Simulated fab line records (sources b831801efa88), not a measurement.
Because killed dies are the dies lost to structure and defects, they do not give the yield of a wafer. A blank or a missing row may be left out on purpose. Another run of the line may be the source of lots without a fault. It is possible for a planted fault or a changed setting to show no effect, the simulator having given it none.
fab line records | flow gf180mcu
record: lots: 5 | wafers: 15 | last_day: 34
route steps=602 shown STI@26 DNWELL@32 NWELL@42
lots with no fault: from the same line, run without faults
start_h: hours from the record's opening day to when the first of the lot's shown wafers began | wait_h: hours elapsed since this lot's preceding step | " identical to the entry in the row above | L1.1+2: one row covering several wafers at once | - either no value or no given start | * or withheld: withheld | < > ~ a bound
route shown NAME@n: names a module that has steps shown in the file, with the first one's number in the route | usual: mean and standard deviation over wafers with no fault | same: alike in all rows | chamber/n: place in a boat | sites: per-site readings | _std_site: standard deviation across them | _edge_site: mean of outer sites minus mean of inner sites | radius_mm: for every site, how far away it sits from the centre of the wafer | mask NAME#n: copy n | behind: the last tool/chamber to shape the wafer | hold: why the lot went on hold/how many hours it stayed there/how the hold came to an end | device: transistor that didn't switch, given as n, p or np | end of line: the tests these same wafers got at the end of their route | where a step has no rows: the recipe by itself | killed: not the wafer's yield, but the dies lost to structure and defects at the first sort | map: the dies of a wafer, with x for killed, . for not killed, _ for no die there
set.NAME: setting as actually run; set.NAME@STEP: the setting as run at that earlier step | model.NAME: the simulator's own value behind a step, which no gauge read
certain route steps with their lots: each step a table, each wafer a row
services: when a tool's chamber went out of use (start_h, in hours from the record's first day, below 0 if earlier), for how many hours, and the reason
== steps ==
step: GF_STI_CMP_25
recipe: stop_on: Si3N4 | t_overpolish_s: 33 | down_force_psi: 4 | platen_rpm: 60 | target_thk_nm: 524.6 | pad_velocity_m_s: 0.94248
usual: motor_current_A: 12.3/1 | overpolish_run_s: 33.000/0.0092 | slurry_filter_dp_kPa: 13.51/0.14 | time_to_endpoint_s: 123/4
lot.wafer | tool   | chamber | start_h | wait_h | motor_current_A | overpolish_run_s | slurry_filter_dp_kPa | time_to_endpoint_s
L075.4    | cmp-02 | 3       | 36.52   | 0.2    | 13.3            | 33.011           | 13.57                | 122
L075.5    | "      | 0       | "       | "      | 12.5            | 32.988           | 13.56                | 118
L075.6    | "      | 1       | "       | "      | 11.1            | 32.987           | 13.38                | 123
L085.1    | cmp-01 | 3       | 86.29   | 0.1    | 11.9            | 33.013           | 13.34                | 136
L085.3    | "      | 0       | "       | "      | 10.6            | 33.002           | 13.45                | 118
L085.6    | "      | 3       | "       | "      | 12.0            | 32.994           | 13.44                | 131
L091.4    | cmp-02 | 3       | 118.26  | 0.1    | 13.5            | 32.987           | 13.71                | 122
L091.2    | "      | 0       | "       | "      | 13.1            | 32.997           | 13.53                | 121
L091.5    | "      | 2       | "       | "      | 12.7            | 32.992           | 13.53                | 121
L093.1    | cmp-01 | 0       | 126.07  | 0.1    | 10.6            | 32.998           | 13.65                | 120
L093.6    | "      | 2       | "       | "      | 13.3            | 33.010           | 13.61                | 124
L093.5    | "      | 3       | "       | "      | 11.8            | 33.014           | 13.59                | 132
L096.3    | cmp-02 | 1       | 140.65  | 0.1    | 11.1            | 32.992           | 13.47                | 126
L096.1    | "      | 2       | "       | "      | 11.8            | 33.003           | 13.52                | 125
L096.6    | "      | 1       | "       | "      | 10.8            | 32.996           | 13.46                | 130
step: GF_STI_WET_ETCH_26
recipe: chemistry: dHF | target_depth_nm: 94 | target: SiO2 | temp_c: 25 | dilution: 10:1 | time_s: 188
lot.wafer  | tool         | chamber | start_h | wait_h
L075.4+5+6 | wet_bench-02 | 1       | 36.67   | 0.1
L085.1+3+6 | wet_bench-04 | 2       | 86.59   | 0.2
L091.2+4+5 | wet_bench-04 | 2       | 118.46  | 0.1
L093.1+5+6 | wet_bench-03 | 0       | 126.27  | 0.1
L096.1+3+6 | wet_bench-02 | 2       | 140.90  | 0.1
step: GF_STI_WET_ETCH_27
recipe: chemistry: H3PO4 | target_depth_nm: 160 | target: Si3N4 | temp_c: 160 | time_s: 1825
lot.wafer  | tool         | chamber | start_h | wait_h
L075.4+5+6 | wet_bench-04 | 0       | 36.73   | 0.0
L085.1+3+6 | wet_bench-02 | 1       | 86.72   | 0.0
L091.2+4+5 | wet_bench-02 | 0       | 118.53  | 0.0
L093.1+5+6 | wet_bench-04 | 2       | 126.33  | 0.0
L096.1+3+6 | wet_bench-03 | 3       | 140.97  | 0.0
step: GF_STI_WET_ETCH_28
recipe: chemistry: dHF | target_depth_nm: 20 | dry: ipa_marangoni | target: SiO2 | temp_c: 25 | dilution: 10:1 | time_s: 40
lot.wafer  | tool         | chamber | start_h | wait_h
L075.4+5+6 | wet_bench-02 | 1       | 37.25   | 0.0
L085.1+3+6 | wet_bench-03 | 2       | 87.24   | 0.0
L091.2+4+5 | wet_bench-03 | 2       | 119.04  | 0.0
L093.1+5+6 | wet_bench-02 | 3       | 126.85  | 0.0
L096.1+3+6 | wet_bench-04 | 1       | 141.53  | 0.0
step: GF_STI_OXIDATION_29
recipe: temp_c: 900 | ambient: O2 | stabilise_s: 600 | purge_s: 300 | target_thk_a: 100 | ox_time_s: 1418
usual: ox_temp_c: 900.1/0.4 | spike_tc_centre_C: 901.0/1.2
lot.wafer | tool       | chamber | start_h | wait_h | ox_temp_c | spike_tc_centre_C
L075.4    | furnace-01 | 0       | 37.57   | 0.3    | 899.1     | 901.1
L075.5    | "          | 0       | "       | "      | 900.1     | 900.3
L075.6    | "          | 0       | "       | "      | 900.0     | 902.1
L085.1    | furnace-01 | 0       | 87.26   | 0.0    | 899.5     | 903.2
L085.3    | "          | 0       | "       | "      | 900.3     | 902.3
L085.6    | "          | 0       | "       | "      | 900.1     | 902.1
L091.2    | furnace-02 | 0       | 119.81  | 0.7    | 900.3     | 900.8
L091.4    | "          | 0       | "       | "      | 900.7     | 901.4
L091.5    | "          | 0       | "       | "      | 900.1     | 901.2
L093.1    | furnace-02 | 0       | 127.33  | 0.5    | 900.2     | 902.0
L093.5    | "          | 0       | "       | "      | 899.8     | 901.1
L093.6    | "          | 0       | "       | "      | 900.1     | 901.9
L096.1    | furnace-02 | 0       | 141.56  | 0.0    | 899.9     | 900.3
L096.3    | "          | 0       | "       | "      | 899.7     | 899.2
L096.6    | "          | 0       | "       | "      | 900.4     | 900.9
step: GF_STI_THK_MEAS_30
recipe: reads: SiO2_of_STI_OXIDATION_29
usual: STI_OXIDATION_02_THK: 9.92/0.19
lot.wafer | tool          | chamber | start_h | wait_h | STI_OXIDATION_02_THK[nm]
L075.4    | film_metro-04 | -       | 38.99   | 0.0    | 10.05
L075.5    | "             | -       | "       | "      | 9.98
L075.6    | "             | -       | "       | "      | 10.00
L085.1    | film_metro-01 | -       | 88.65   | 0.0    | 10.01
L085.3    | "             | -       | "       | "      | 10.04
L085.6    | "             | -       | "       | "      | 9.89
L091.2    | film_metro-02 | -       | 121.21  | 0.0    | 9.84
L091.4    | "             | -       | "       | "      | 10.00
L091.5    | "             | -       | "       | "      | 9.76
L093.1    | film_metro-02 | -       | 128.72  | 0.0    | 10.14
L093.5    | "             | -       | "       | "      | 10.07
L093.6    | "             | -       | "       | "      | 10.23
L096.1    | film_metro-02 | -       | 142.95  | 0.0    | 9.79
L096.3    | "             | -       | "       | "      | 9.79
L096.6    | "             | -       | "       | "      | 9.92
step: GF_DNWELL_DEHYDRATE_00
recipe: temp_c: 200 | time_s: 60
usual: resist_line_temp_C: 23.01/0.11
lot.wafer | tool           | chamber | start_h | wait_h | resist_line_temp_C
L075.4    | litho_track-02 | 0       | 44.57   | 5.6    | 23.06
L075.5    | "              | 0       | "       | "      | 23.01
L075.6    | "              | 0       | "       | "      | 23.17
L085.1    | litho_track-02 | 0       | 95.45   | 6.8    | 23.22
L085.3    | "              | 0       | "       | "      | 23.22
L085.6    | "              | 0       | "       | "      | 23.14
L091.2    | litho_track-03 | 0       | 128.25  | 7.0    | 22.94
L091.4    | "              | 0       | "       | "      | 22.92
L091.5    | "              | 0       | "       | "      | 22.75
L093.1    | litho_track-02 | 0       | 135.24  | 6.5    | 23.13
L093.5    | "              | 0       | "       | "      | 23.07
L093.6    | "              | 0       | "       | "      | 23.18
L096.1    | litho_track-04 | 0       | 150.17  | 7.2    | 23.03
L096.3    | "              | 0       | "       | "      | 23.03
L096.6    | "              | 0       | "       | "      | 22.87
step: GF_DNWELL_HMDS_01
recipe: prime_time_s: 60 | prime_temp_c: 120
usual: resist_line_temp_C: 23.04/0.092
lot.wafer | tool           | chamber | start_h | wait_h | resist_line_temp_C
L075.4    | litho_track-02 | 0       | 44.72   | 0.1    | 23.06
L075.5    | "              | 0       | "       | "      | 23.02
L075.6    | "              | 0       | "       | "      | 23.03
L085.1    | litho_track-02 | 0       | 95.60   | 0.1    | 22.89
L085.3    | "              | 0       | "       | "      | 22.93
L085.6    | "              | 0       | "       | "      | 22.94
L091.2    | litho_track-03 | 0       | 128.40  | 0.1    | 23.06
L091.4    | "              | 0       | "       | "      | 23.22
L091.5    | "              | 0       | "       | "      | 23.11
L093.1    | litho_track-02 | 0       | 135.39  | 0.1    | 23.03
L093.5    | "              | 0       | "       | "      | 22.94
L093.6    | "              | 0       | "       | "      | 23.12
L096.1    | litho_track-04 | 0       | 150.32  | 0.1    | 23.10
L096.3    | "              | 0       | "       | "      | 23.07
L096.6    | "              | 0       | "       | "      | 23.06
step: GF_DNWELL_COAT_02
recipe: spin_rpm: 2000 | resist_thk_nm: 3000
usual: resist_line_temp_C: 23.01/0.11
lot.wafer | tool           | chamber | start_h | wait_h | resist_line_temp_C
L075.4    | litho_track-02 | 0       | 44.87   | 0.1    | 23.17
L075.5    | "              | 0       | "       | "      | 23.05
L075.6    | "              | 0       | "       | "      | 23.12
L085.1    | litho_track-02 | 0       | 95.75   | 0.1    | 23.11
L085.3    | "              | 0       | "       | "      | 23.21
L085.6    | "              | 0       | "       | "      | 23.02
L091.2    | litho_track-03 | 0       | 128.55  | 0.1    | 23.06
L091.4    | "              | 0       | "       | "      | 22.91
L091.5    | "              | 0       | "       | "      | 23.17
L093.1    | litho_track-02 | 0       | 135.54  | 0.1    | 22.83
L093.5    | "              | 0       | "       | "      | 22.90
L093.6    | "              | 0       | "       | "      | 23.00
L096.1    | litho_track-04 | 0       | 150.47  | 0.1    | 23.16
L096.3    | "              | 0       | "       | "      | 23.15
L096.6    | "              | 0       | "       | "      | 23.10
step: GF_DNWELL_SOFTBAKE_03
recipe: temp_c: 110 | time_s: withheld
usual: resist_line_temp_C: 22.99/0.12
lot.wafer | tool           | chamber | start_h | wait_h | resist_line_temp_C
L075.4    | litho_track-02 | 0       | 45.05   | 0.1    | 22.83
L075.5    | "              | 0       | "       | "      | 22.69
L075.6    | "              | 0       | "       | "      | 22.90
L085.1    | litho_track-02 | 0       | 95.90   | 0.1    | 22.88
L085.3    | "              | 0       | "       | "      | 22.89
L085.6    | "              | 0       | "       | "      | 22.73
L091.2    | litho_track-03 | 0       | 128.71  | 0.1    | 22.92
L091.4    | "              | 0       | "       | "      | 22.85
L091.5    | "              | 0       | "       | "      | 23.03
L093.1    | litho_track-02 | 0       | 135.69  | 0.1    | 23.09
L093.5    | "              | 0       | "       | "      | 22.94
L093.6    | "              | 0       | "       | "      | 23.04
L096.1    | litho_track-04 | 0       | 150.62  | 0.1    | 22.84
L096.3    | "              | 0       | "       | "      | 23.06
L096.6    | "              | 0       | "       | "      | 23.00
step: GF_DNWELL_EXPOSE_04
recipe: mask_id: DNWELL | target_cd_nm: 1700 | na: 0.6 | source_shape: conventional | sigma_outer: 0.6 | dose_mj: 260
usual: stage_vel_mm_s: 500.04/0.25
lot.wafer | tool             | chamber | start_h | wait_h | mask     | stage_vel_mm_s
L075.4    | iline_stepper-01 | 0       | -       | -      | DNWELL#0 | 500.04
L075.5    | "                | 0       | "       | "      | DNWELL#0 | 499.76
L075.6    | "                | 0       | "       | "      | DNWELL#0 | 499.85
L085.1    | iline_stepper-02 | 0       | -       | -      | DNWELL#0 | 500.14
L085.3    | "                | 0       | "       | "      | DNWELL#0 | 499.61
L085.6    | "                | 0       | "       | "      | DNWELL#0 | 499.62
L091.2    | iline_stepper-02 | 0       | -       | -      | DNWELL#0 | 500.16
L091.4    | "                | 0       | "       | "      | DNWELL#0 | 500.15
L091.5    | "                | 0       | "       | "      | DNWELL#0 | 500.46
L093.1    | iline_stepper-01 | 0       | -       | -      | DNWELL#0 | 500.10
L093.5    | "                | 0       | "       | "      | DNWELL#0 | 500.46
L093.6    | "                | 0       | "       | "      | DNWELL#0 | 500.08
L096.1    | iline_stepper-01 | 0       | -       | -      | DNWELL#0 | 499.94
L096.3    | "                | 0       | "       | "      | DNWELL#0 | 500.09
L096.6    | "                | 0       | "       | "      | DNWELL#0 | 500.29
step: GF_DNWELL_PEB_05
recipe: temp_c: 115 | time_s: withheld
usual: resist_line_temp_C: 23.00/0.096
lot.wafer | tool           | chamber | start_h | wait_h | resist_line_temp_C
L075.4    | litho_track-04 | 0       | -       | -      | 23.05
L075.5    | "              | 0       | "       | "      | 23.02
L075.6    | "              | 0       | "       | "      | 23.07
L085.1    | litho_track-03 | 0       | -       | -      | 23.04
L085.3    | "              | 0       | "       | "      | 22.91
L085.6    | "              | 0       | "       | "      | 23.00
L091.2    | litho_track-04 | 0       | -       | -      | 22.95
L091.4    | "              | 0       | "       | "      | 23.00
L091.5    | "              | 0       | "       | "      | 22.96
L093.1    | litho_track-03 | 0       | -       | -      | 23.08
L093.5    | "              | 0       | "       | "      | 23.10
L093.6    | "              | 0       | "       | "      | 23.05
L096.1    | litho_track-02 | 0       | -       | -      | 23.13
L096.3    | "              | 0       | "       | "      | 23.03
L096.6    | "              | 0       | "       | "      | 22.98
step: GF_DNWELL_DEVELOP_06
recipe: wall_angle_deg: 90 | develop_time_s: 60 | dev_temp_c: 23
usual: resist_line_temp_C: 22.99/0.1
lot.wafer | tool           | chamber | start_h | wait_h | resist_line_temp_C
L075.4    | litho_track-04 | 0       | -       | -      | 23.08
L075.5    | "              | 0       | "       | "      | 23.00
L075.6    | "              | 0       | "       | "      | 22.89
L085.1    | litho_track-03 | 0       | -       | -      | 22.97
L085.3    | "              | 0       | "       | "      | 22.90
L085.6    | "              | 0       | "       | "      | 22.94
L091.2    | litho_track-04 | 0       | -       | -      | 23.01
L091.4    | "              | 0       | "       | "      | 23.06
L091.5    | "              | 0       | "       | "      | 22.99
L093.1    | litho_track-03 | 0       | -       | -      | 23.08
L093.5    | "              | 0       | "       | "      | 23.07
L093.6    | "              | 0       | "       | "      | 22.93
L096.1    | litho_track-02 | 0       | -       | -      | 23.02
L096.3    | "              | 0       | "       | "      | 23.15
L096.6    | "              | 0       | "       | "      | 22.98
step: GF_DNWELL_IMPLANT_07
recipe: species: P | energy_kev: 1500 | dose_cm2: 1e+13 | tilt_deg: 0
same: implant_ion_amu: 31
lot.wafer  | tool         | chamber | start_h | wait_h
L075.4+5+6 | implanter-04 | 0       | 51.79   | -
L085.1+3+6 | implanter-02 | 0       | 102.68  | -
L091.2+4+5 | implanter-03 | 0       | 136.19  | -
L093.1+5+6 | implanter-02 | 0       | 143.88  | -
L096.1+3+6 | implanter-04 | 0       | 158.34  | -
step: GF_DNWELL_STRIP_08
recipe: chemistry: O2/N2 | power_w: 1400 | pressure_mtorr: 1500 | platen_temp_c: 250 | o2_flow_sccm: 3000 | n2_flow_sccm: 300 | overash_fraction: 0.5
usual: drypump_motor_current_A: 5.9/0.45 | heater_power_w: 332/19 | oes_product_au: 0.722/0.0047 | strip_time_to_endpoint_s: 36.94/0.094
lot.wafer | tool            | chamber | start_h | wait_h | drypump_motor_current_A | heater_power_w | oes_product_au | rf_hours_counter_h | strip_time_to_endpoint_s
L075.4    | plasma_asher-04 | 0       | 51.90   | 0.1    | 5.8                     | 327            | 0.722          | -                  | 37.04
L075.5    | "               | 0       | "       | "      | 5.8                     | 327            | 0.726          | -                  | 37.08
L075.6    | "               | 1       | "       | "      | 5.8                     | 348            | 0.719          | -                  | 37.02
L085.1    | plasma_asher-02 | 1       | 102.83  | 0.1    | 6.7                     | 311            | 0.720          | 44                 | 36.93
L085.3    | "               | 1       | "       | "      | 6.7                     | 311            | 0.712          | -                  | 37.02
L085.6    | "               | 0       | "       | "      | 5.8                     | 362            | 0.722          | -                  | 36.96
L091.2    | plasma_asher-01 | 1       | 136.32  | 0.1    | 5.2                     | 334            | 0.731          | 48                 | 36.81
L091.4    | "               | 0       | "       | "      | 6.2                     | 311            | 0.716          | -                  | 36.84
L091.5    | "               | 1       | "       | "      | 5.3                     | 325            | 0.717          | -                  | 36.78
L093.1    | plasma_asher-04 | 0       | 144.03  | 0.1    | 5.8                     | 329            | 0.722          | 2                  | 37.00
L093.5    | "               | 1       | "       | "      | 5.8                     | 346            | 0.730          | -                  | 37.02
L093.6    | "               | 0       | "       | "      | 5.8                     | 327            | 0.721          | -                  | 37.03
L096.1    | plasma_asher-04 | 1       | 158.49  | 0.1    | 5.8                     | 355            | 0.725          | 4                  | 36.94
L096.3    | "               | 0       | "       | "      | 5.8                     | 323            | 0.723          | -                  | 36.98
L096.6    | "               | 1       | "       | "      | 5.8                     | 355            | 0.727          | -                  | 36.92
step: GF_DNWELL_TW_MEAS_09
usual: DNWELL_TW: 1349/11
lot.wafer | tool          | chamber | start_h | wait_h | DNWELL_TW
L075.4    | film_metro-03 | -       | 52.00   | 0.1    | 1350
L075.5    | "             | -       | "       | "      | 1345
L075.6    | "             | -       | "       | "      | 1348
L085.1    | film_metro-04 | -       | 102.93  | 0.1    | 1338
L085.3    | "             | -       | "       | "      | 1328
L085.6    | "             | -       | "       | "      | 1334
L091.2    | film_metro-04 | -       | 136.43  | 0.1    | 1336
L091.4    | "             | -       | "       | "      | 1341
L091.5    | "             | -       | "       | "      | 1344
L093.1    | film_metro-02 | -       | 144.13  | 0.1    | 1358
L093.5    | "             | -       | "       | "      | 1348
L093.6    | "             | -       | "       | "      | 1352
L096.1    | film_metro-02 | -       | 158.59  | 0.1    | 1353
L096.3    | "             | -       | "       | "      | 1361
L096.6    | "             | -       | "       | "      | 1363
step: GF_NWELL_DEHYDRATE_00
recipe: temp_c: 200 | time_s: 60
usual: resist_line_temp_C: 22.99/0.1
lot.wafer | tool           | chamber | start_h | wait_h | resist_line_temp_C
L075.4    | litho_track-02 | 0       | 57.77   | 5.8    | 22.90
L075.5    | "              | 0       | "       | "      | 22.99
L075.6    | "              | 0       | "       | "      | 22.95
L085.1    | litho_track-01 | 0       | 110.15  | 7.2    | 22.99
L085.3    | "              | 0       | "       | "      | 22.98
L085.6    | "              | 0       | "       | "      | 22.95
L091.2    | litho_track-02 | 0       | 143.77  | 7.3    | 23.03
L091.4    | "              | 0       | "       | "      | 22.97
L091.5    | "              | 0       | "       | "      | 22.99
L093.1    | litho_track-04 | 0       | 151.17  | 7.0    | 23.04
L093.5    | "              | 0       | "       | "      | 23.02
L093.6    | "              | 0       | "       | "      | 23.01
L096.1    | litho_track-01 | 0       | 166.25  | 7.6    | 22.92
L096.3    | "              | 0       | "       | "      | 22.86
L096.6    | "              | 0       | "       | "      | 22.85
== services ==
tool             | chamber | start_h | hours | kind
cmp-01           | -       | 20.13   | 0.3   | repair
implanter-04     | -       | 21.24   | 0.9   | repair
iline_stepper-02 | -       | 23.42   | 1.7   | pm
cmp-01           | -       | 37.74   | 0.4   | repair
implanter-04     | -       | 40.96   | 5.1   | pm
cmp-01           | -       | 46.42   | 1.1   | repair
furnace-01       | -       | 49.25   | 2.8   | pm
implanter-02     | -       | 53.56   | 1.8   | repair
cmp-01           | -       | 56.56   | 6.0   | pm
plasma_asher-04  | -       | 57.37   | 21.1  | repair
implanter-04     | -       | 58.51   | 0.7   | repair
cmp-02           | -       | 60.28   | 1.7   | repair
iline_stepper-02 | -       | 61.54   | 0.8   | repair
cmp-02           | -       | 64.18   | 4.0   | pm
implanter-02     | -       | 84.57   | 3.9   | repair
iline_stepper-01 | -       | 86.24   | 1.7   | pm
furnace-02       | -       | 87.11   | 8.8   | pm
cmp-02           | -       | 93.60   | 0.4   | repair
plasma_asher-04  | -       | 95.53   | 1.1   | repair
iline_stepper-02 | -       | 102.81  | 0.8   | repair
furnace-01       | -       | 104.91  | 3.9   | pm
plasma_asher-04  | -       | 108.75  | 9.0   | pm
cmp-02           | -       | 158.14  | 2.7   | repair
furnace-02       | -       | 166.34  | 9.3   | repair
== key ==
fault none
